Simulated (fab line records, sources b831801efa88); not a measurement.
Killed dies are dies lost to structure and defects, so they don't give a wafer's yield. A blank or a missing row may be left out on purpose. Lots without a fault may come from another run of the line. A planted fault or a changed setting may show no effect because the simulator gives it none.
A struck lot beside a sound one | flow gf180mcu | 14 steps out of a route of 602
Sound: wafers L715.1, L715.4, L715.5. Struck: wafer L727.6. (L727.2, L727.4 of the same lot were not struck and are left out.) The cause comes at the end.
At each step with rows: each side's tool, then ch and its chambers, then its first start. Under that, the readings that differ: sound wafers | struck wafers | difference of the means | sigmas: that difference in standard deviations of wafers without a fault.
alike: readings whose means differ by less than 2 such deviations, and words and numbers that are the same on both sides. not compared: withheld readings, readings that some wafer has no value for, bounds like >300 that may hide the same value, and numbers for which the record gives no deviation and whose values overlap.
The two part at a step that has a row with sigmas, a row that says differs or no value, or rows on one side only. Numbers that don't overlap but have no deviation are shown without sigmas and don't part them. A reading that every wafer of one side lacks parts them only if that side has two wafers or more.

first, 4 steps without rows for these wafers: GF_V3_SOFTBAKE_10 (time 60 s); GF_V3_EXPOSE_11 (exposes mask Via3, target cd 260 nm); GF_V3_PEB_12 (peb time 90 s); GF_V3_DEVELOP_13 (develop time 60 s).
GF_V3_CD_MEAS_14: target cd 260 nm.
  sound on cd_sem-02, day 22 15:08; struck on cd_sem-02, day 26 19:39
  alike: cd_nm
GF_V3_OVL_MEAS_15:
  sound on overlay-02, day 22 15:15; struck on overlay-02, day 26 19:46
  alike: V3_OVL
GF_V3_ETCH_16: etches BARC in N2/H2.
  sound on rie_diel-03 ch 0,1,3, day 22 15:17; struck on rie_diel-02 ch 1, day 26 19:47
  alike: drypump_motor_current_A, oes_product_au, rf_fwd_power_W, throttle_valve_pct
GF_V3_ETCH_17: etches SiO2 in C4F8/O2/Ar, stops on TiN, target depth 635 nm.
  sound on rie_diel-03 ch 0,1,3; struck on rie_diel-02 ch 1
  alike: oes_product_au, rf_fwd_power_W
GF_V3_STRIP_18: strips in O2/N2.
  sound on plasma_asher-03 ch 0,1, day 22 15:25; struck on plasma_asher-01 ch 0, day 26 19:55
  reading                     | sound       | struck | difference | sigmas
  drypump_motor_current_A (A) | 6.7 6.3 6.7 | 5.5    | -1.1       | -2
  alike: heater_power_w, oes_product_au
  not compared: rf_hours_counter_h
then, 2 steps without rows for these wafers: GF_V3_STRIP_19 (strips in post etch residue remover, time 1200 s); GF_V3_CLEAN_20 (cleans in DIW).
GF_V3_SPUTTER_21: material Ti, target thk 15 nm, time 80.02 s.
  sound on pvd_sputter-03, day 22 15:57; struck on pvd_sputter-03, day 26 20:29
  alike: throttle_valve_pct
GF_V3_SPUTTER_22: material TiN, target thk 10 nm, time 40 s.
  sound on pvd_sputter-03, day 22 16:01; struck on pvd_sputter-03, day 26 20:33
  reading                                | sound             | struck | difference | sigmas
  model.TiN_of_V3_SPUTTER_22.thk_nm (nm) | 10.04 9.685 9.993 | 5.753  | -4.153     |
  alike: throttle_valve_pct
GF_V3_CVD_23: deposits W, target thk 350 nm, time 104.9 s.
  sound on cvd_w-02 ch 1, day 22 16:03; struck on cvd_w-02 ch 0, day 26 20:37
  alike: heater_power_w

WHERE THEY PART
Only at GF_V3_STRIP_18, within this record. Later steps at which nothing parts them and some readings are alike: GF_V3_SPUTTER_21, GF_V3_SPUTTER_22, GF_V3_CVD_23.

WHY: what the simulator had put in
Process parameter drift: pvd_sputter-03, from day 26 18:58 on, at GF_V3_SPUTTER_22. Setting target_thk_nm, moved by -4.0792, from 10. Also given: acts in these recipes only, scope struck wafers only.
